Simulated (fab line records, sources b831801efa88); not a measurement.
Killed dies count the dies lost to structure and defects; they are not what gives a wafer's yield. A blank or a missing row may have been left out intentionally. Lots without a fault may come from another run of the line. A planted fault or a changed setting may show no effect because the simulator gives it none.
A lot that was struck, set against a sound lot    flow sky130    15 out of 708 route steps
Sound: these wafers, L371.2, L371.3, L371.4. Struck: wafer L382.4 (left out: L382.1, L382.5 of the same lot, which were not struck); the cause appears at the end.
Order at every step that has rows: each side's tool, ch and its chambers, its first start. Under that, the readings that differ: sound wafers    struck wafers    difference of the means    sigmas: that difference in standard deviations of wafers without a fault.
alike: a reading whose means differ by less than 2 such deviations, as well as words and numbers matching on both sides. not compared: withheld readings; readings where some wafer has no value; bounds like >300 that might hide an equal value; numbers whose values overlap and for which the record gives no deviation.
Wherever a step has rows on one side only, a row that says differs or no value, or a row with sigmas, the two part there. Numbers that have no deviation but don't overlap get no sigmas and don't part them. A reading missing from all wafers of one side parts the sides only when that side holds two or more wafers.

SKY_VIA1_BOW_MEAS_03:
  sound on film metro-03 at day 32 15:13; struck on film metro-02 at day 36 06:32
reading        sound     struck  difference  sigmas
VIA1_BOW (um)  86 97 96  77      -16         -2
then, 8 steps without rows for these wafers: SKY_VIA1_DEHYDRATE_04 (time 60 s); SKY_VIA1_HMDS_05 (prime time 60 s); SKY_VIA1_COAT_06 (resist thk 60 nm); SKY_VIA1_COAT_07 (resist thk 450 nm); SKY_VIA1_SOFTBAKE_08 (time 90 s); SKY_VIA1_EXPOSE_09 (exposes mask VIM, target cd 150 nm); SKY_VIA1_PEB_10; SKY_VIA1_DEVELOP_11 (develop time 60 s).
SKY_VIA1_CD_MEAS_12: the cd target is 150 nm.
  sound on cd sem-01 at day 33 18:11; struck on cd sem-01 at day 37 07:58
  alike: cd nm
SKY_VIA1_OVL_MEAS_13:
  sound on overlay-02 at day 33 18:18; struck on overlay-01 at day 37 08:05
  alike: VIA1_OVL
SKY_VIA1_ETCH_14: etches BARC in N2/H2, stops on SiO2, time 45.9 s, target depth 60 nm.
  sound on rie diel-01 ch 1,2,3, day 33 18:20; struck on rie diel-02 ch 1, day 37 08:07
  alike: bias w, drypump motor current A, oes product au, run length s, throttle valve pct
  not compared: rf hours counter h
SKY_VIA1_ETCH_15: etches SiO2 in C4F8/O2/Ar, stops on TiN, target depth 351 nm, time 54 s.
  sound on rie diel-01 ch 1,2,3, day 33 18:22; struck on rie diel-02 ch 1, day 37 08:09
reading                                     sound              struck  difference  sigmas
oes product au (a.u.)                       0.977 0.966 0.973  0.959   -0.013      -2
run length s (s)                            82.5 82.6 82.3     84.3    +1.8        +5
model.TiN_of_METAL1_SPUTTER_04.thk nm (nm)  70.28 70.18 70.26  68.26   -1.98       
  alike: bias w
  not compared: rf hours counter h
SKY_VIA1_STRIP_16: strips in O2/N2.
  sound on plasma asher-04 ch 0,1, day 33 18:25; struck on plasma asher-04 ch 0, day 37 08:12
  alike: drypump motor current A, oes product au, strip time to endpoint s
  not compared: rf hours counter h
-- the record jumps here: 11 days lie between the struck wafers' starts before and after (it left off in module VIA1 and takes up again in module PAD_OPEN, whose first step shown is number 708 of the route) --
SKY_PAD_OPEN_PROBE_99:
  sound on prober-01 at day 45 14:34; struck on prober-02 at day 48 08:48
  alike: defect limited yield, killed_at_M0_to_M3, killed_at_M4_up, killed at contacts, killed at front end, killed at other, killed dies, killed open, killed short, sort_bin_3_pad_short, sort_bin_5_function, sort_bin_6_memory, sort n pass, sort yield pct

## WHERE THEY PART
Last at SKY_VIA1_ETCH_15 as far as this record goes, first at SKY_VIA1_BOW_MEAS_03. Later steps at which nothing parts them and some readings are alike: SKY_VIA1_STRIP_16, SKY_PAD_OPEN_PROBE_99.

WHY: what the simulator had put in
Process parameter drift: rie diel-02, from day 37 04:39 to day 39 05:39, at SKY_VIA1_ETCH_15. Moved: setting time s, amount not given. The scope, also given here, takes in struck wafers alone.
